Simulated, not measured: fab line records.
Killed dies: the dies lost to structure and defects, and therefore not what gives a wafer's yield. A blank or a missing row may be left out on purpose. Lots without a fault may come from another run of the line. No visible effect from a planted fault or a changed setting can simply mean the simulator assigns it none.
Struck lot and sound lot, side by side + flow gf180mcu + 15 out of 602 route steps
Sound: wafers L803.3, L803.4, L803.5. Struck: wafer L815.6. (L815.5 of the same lot was not struck and is left out.) The cause comes at the end.
At each step with rows: each side's tool, then ch and its chambers, then its first start. Under that, the readings that differ: sound wafers + struck wafers + difference of the means + sigmas: that difference in standard deviations of wafers without a fault.
alike: same words and numbers on both sides, and readings whose means sit less than 2 such deviations apart. not compared: any withheld reading, any reading some wafer has no value for, any bound like >300 that may hide the same value, and any number with overlapping values for which the record gives no deviation.
Wherever a step has rows on one side only, a row that says differs or no value, or a row with sigmas, the two part there. Numbers that have no deviation but don't overlap get no sigmas and don't part them. A reading that every wafer of one side lacks parts them only if that side has two wafers or more.

first, 4 steps without rows for these wafers: GF_M4_SOFTBAKE_10 (time 60 s); GF_M4_EXPOSE_11 (exposes mask Metal4, target cd 280 nm); GF_M4_PEB_12 (peb time 90 s); GF_M4_DEVELOP_13 (develop time 60 s).
GF_M4_CD_MEAS_14: the cd target is 280 nm.
  sound on cd_sem-02, day 24 22:53; struck on cd_sem-01, day 28 15:44
  alike: cd_nm
GF_M4_OVL_MEAS_15:
  sound on overlay-02, day 24 22:59; struck on overlay-02, day 28 15:48
  alike: M4_OVL
GF_M4_METAL_ETCH_16: etches the open film in Cl2/BCl3, stops on SiO2, target depth 627.5 nm, time 104.6 s.
  sound on rie_metal-03 ch 0,1, day 24 23:02; struck on rie_metal-04 ch 1, day 28 15:53
  alike: drypump_motor_current_A, oes_product_au, throttle_valve_pct
  not compared: rf_hours_counter_h
GF_M4_STRIP_17: strips in O2/N2.
  sound on plasma_asher-01 ch 0,1, day 24 23:09; struck on plasma_asher-03 ch 0, day 28 15:59
  alike: drypump_motor_current_A, heater_power_w, oes_product_au, platen_temp_c, strip_time_to_endpoint_s
  not compared: rf_hours_counter_h
then, 3 steps without rows for these wafers: GF_M4_STRIP_18 (strips in post etch residue remover, time 1200 s); GF_M4_CLEAN_19 (cleans in DIW); GF_V4_CVD_00 (deposits SiO2, target thk 600 nm, time 100 s).
GF_V4_THK_MEAS_01:
  sound on film_metro-04, day 24 23:44; struck on film_metro-01, day 28 16:37
  alike: V4_CVD_00_THK
GF_V4_CVD_02: deposits SiO2 from TEOS, target thk 850 nm, time 94.851 s.
  sound on pecvd-04 ch 0,1, day 24 23:47; struck on pecvd-04 ch 1, day 28 16:40
  alike: heater_power_w
  not compared: model.SiO2_of_V4_CVD_02.thk_nm
GF_V4_THK_MEAS_03:
  sound on film_metro-01, day 24 23:52; struck on film_metro-04, day 28 16:44
  alike: V4_CVD_02_THK
-- the record jumps here: 5 days lie between the struck wafers' starts before and after (it left off in module V4 and takes up again in module PASSIVATION, whose first step shown is number 602 of the route) --
GF_PASSIVATION_PROBE_99:
  the record has rows for the struck wafers here (prober-01, day 33 12:14) and none for the sound ones

== WHERE THEY PART ==
Only at GF_PASSIVATION_PROBE_99, within this record.

WHY: what the simulator had put in
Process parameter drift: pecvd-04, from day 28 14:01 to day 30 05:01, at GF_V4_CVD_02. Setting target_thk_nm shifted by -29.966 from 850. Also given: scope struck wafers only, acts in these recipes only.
